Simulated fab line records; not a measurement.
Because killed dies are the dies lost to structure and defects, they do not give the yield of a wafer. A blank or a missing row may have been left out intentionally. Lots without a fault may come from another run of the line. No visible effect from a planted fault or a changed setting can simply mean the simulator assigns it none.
Matching of chambers / flow sky130 / SKY_LI_CONTACT_ETCH_14 on rie_diel-03 has 4 sister chambers
The step etches BARC in N2/H2, stops on SiO2, time 45.9 s, target depth 60 nm. 4 wafers are shown with their chamber, then 7 later ones without.

## WAFERS WITH THEIR CHAMBER
wafer=L340.1; chamber=0; drypump_motor_current_A (A)=5.0
wafer=L340.6; chamber=2; drypump_motor_current_A (A)=5.7
wafer=L342.1; chamber=3; drypump_motor_current_A (A)=5.0
wafer=L342.2; chamber=1; drypump_motor_current_A (A)=5.6

## WAFERS WITHOUT THEIR CHAMBER
wafer=L342.6; drypump_motor_current_A (A)=5.1
wafer=L343.1; drypump_motor_current_A (A)=5.1
wafer=L343.4; drypump_motor_current_A (A)=5.5
wafer=L343.5; drypump_motor_current_A (A)=5.0
wafer=L346.1; drypump_motor_current_A (A)=5.6
wafer=L346.2; drypump_motor_current_A (A)=5.1
wafer=L346.6; drypump_motor_current_A (A)=5.5

## CHAMBER TAKEN BY EACH
wafer=L342.6; from the rows above=can't be placed: 0 or 3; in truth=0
wafer=L343.1; from the rows above=can't be placed: 0 or 3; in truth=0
wafer=L343.4; from the rows above=can't be placed: 1 or 2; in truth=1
wafer=L343.5; from the rows above=can't be placed: 0 or 3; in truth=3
wafer=L346.1; from the rows above=can't be placed: 1 or 2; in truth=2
wafer=L346.2; from the rows above=can't be placed: 0 or 3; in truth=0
wafer=L346.6; from the rows above=can't be placed: 1 or 2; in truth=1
Correctly placed: 0 of 7. These rows do not allow placing 7 (true chamber among the candidates in 7). 0 placed wrongly.
How it was worked out, from the rows above alone: a wafer's distance from a chamber is the root of the sum, over the readings, of the square of ((its reading less the chamber's mean) divided by the reading's scatter). The wafer belongs to the nearest chamber; if the next one is less than 2 further off, it can't be placed. The mean given for a chamber averages the wafers shown for that chamber. The scatter (one wafer shown for each chamber): square how far every hidden wafer sits from the nearest shown wafer, average those squares and take the square root.
